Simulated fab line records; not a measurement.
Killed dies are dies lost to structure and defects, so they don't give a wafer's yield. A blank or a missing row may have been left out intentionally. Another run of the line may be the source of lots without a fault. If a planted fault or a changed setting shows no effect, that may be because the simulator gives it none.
Matching of chambers	flow sky130	SKY_METAL2_STRIP_21 on wet bench-01 has 4 sister chambers
The step strips in post etch residue remover, time 1200 s. 4 wafers are shown with their chamber, then 7 later ones without.

## WAFERS PAIRED WITH THEIR CHAMBERS
wafer	chamber	bath guard temp C (C)
L337.6	1	72.6
L340.4	3	73.6
L342.6	2	73.6
L341.4	0	73.4

## WAFERS WITH NO CHAMBER GIVEN
wafer	bath guard temp C (C)
L344.4	72.5
L344.5	72.5
L345.4	73.6
L345.5	73.5
L347.3	73.2
L347.4	73.1
L347.5	73.2

## CHAMBER TAKEN BY EACH
wafer	from the rows above	in truth
L344.4	1	1
L344.5	1	1
L345.4	can't be placed: 2 or 3 or 0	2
L345.5	can't be placed: 0 or 2 or 3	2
L347.3	can't be placed: 0 or 2 or 3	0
L347.4	can't be placed: 0 or 1 or 2 or 3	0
L347.5	can't be placed: 0 or 2 or 3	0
2 of 7 placed correctly. These rows do not allow placing 5 (true chamber among the candidates in 5). Wrongly placed: 0.
How it was worked out, from the rows above alone: a wafer's distance from a chamber is the root of the sum, over the readings, of the square of ((its reading less the chamber's mean) divided by the reading's scatter). The wafer belongs to the nearest chamber; if the next one is less than 2 further off, it can't be placed. A chamber's mean is the mean of its shown wafers. The scatter (one wafer shown for each chamber): square how far every hidden wafer sits from the nearest shown wafer, average those squares and take the square root.
